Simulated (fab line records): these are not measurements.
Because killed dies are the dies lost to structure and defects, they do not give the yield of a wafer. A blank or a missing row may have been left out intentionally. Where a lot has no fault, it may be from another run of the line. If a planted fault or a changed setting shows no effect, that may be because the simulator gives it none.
Which of the tools did it? + flow gf180mcu + 6 lots (18 wafers sampled), 1 step of a 602-step route

WHAT THE GAUGES SHOWED, per wafer
GF_M3_CD_MEAS_14 targets a cd of 280 nm.
| lot  | measured     | on        | cd nm (nm)        |
|------|--------------|-----------|-------------------|
| L696 | day 21 17:22 | cd sem-02 | 282.3 282.2 282.9 |
| L700 | day 23 04:07 | cd sem-01 | 278.9 279.0 279.2 |
| L705 | day 25 07:08 | cd sem-01 | 280.4 280.1 279.5 |
| L710 | day 26 22:59 | cd sem-01 | 279.3 279.5 279.4 |
| L715 | day 28 03:26 | cd sem-01 | 277.8 278.5 278.5 |
| L717 | day 28 14:23 | cd sem-01 | 280.8 280.3 281.1 |

EACH LOT AND THE TOOL THAT RAN IT (in order: tool; ch and the chambers of the sampled wafers; start)
Record: no process step prior to these readings.

THE ANSWER, worked out from the rows above alone
Rule: usual is defined by the lots themselves. The widest of any qualifying gaps counts: lots, ordered by their means at a reading, are off when they make up no more than a third of the lots, leave a main group of 4 or more, and stand apart from it by 3 or more times the standard deviation of that group's means. A main group is skipped when, at the precision printed for the reading in the tables above, its means are all equal. A lot without any number at a reading at which 4 lots or more have one is off too. Where the step has rows for the other lots, those lots are counted as sound.
None of the lots is off at any reading shown; this tells nothing.

WHAT THE SIMULATOR PUT IN
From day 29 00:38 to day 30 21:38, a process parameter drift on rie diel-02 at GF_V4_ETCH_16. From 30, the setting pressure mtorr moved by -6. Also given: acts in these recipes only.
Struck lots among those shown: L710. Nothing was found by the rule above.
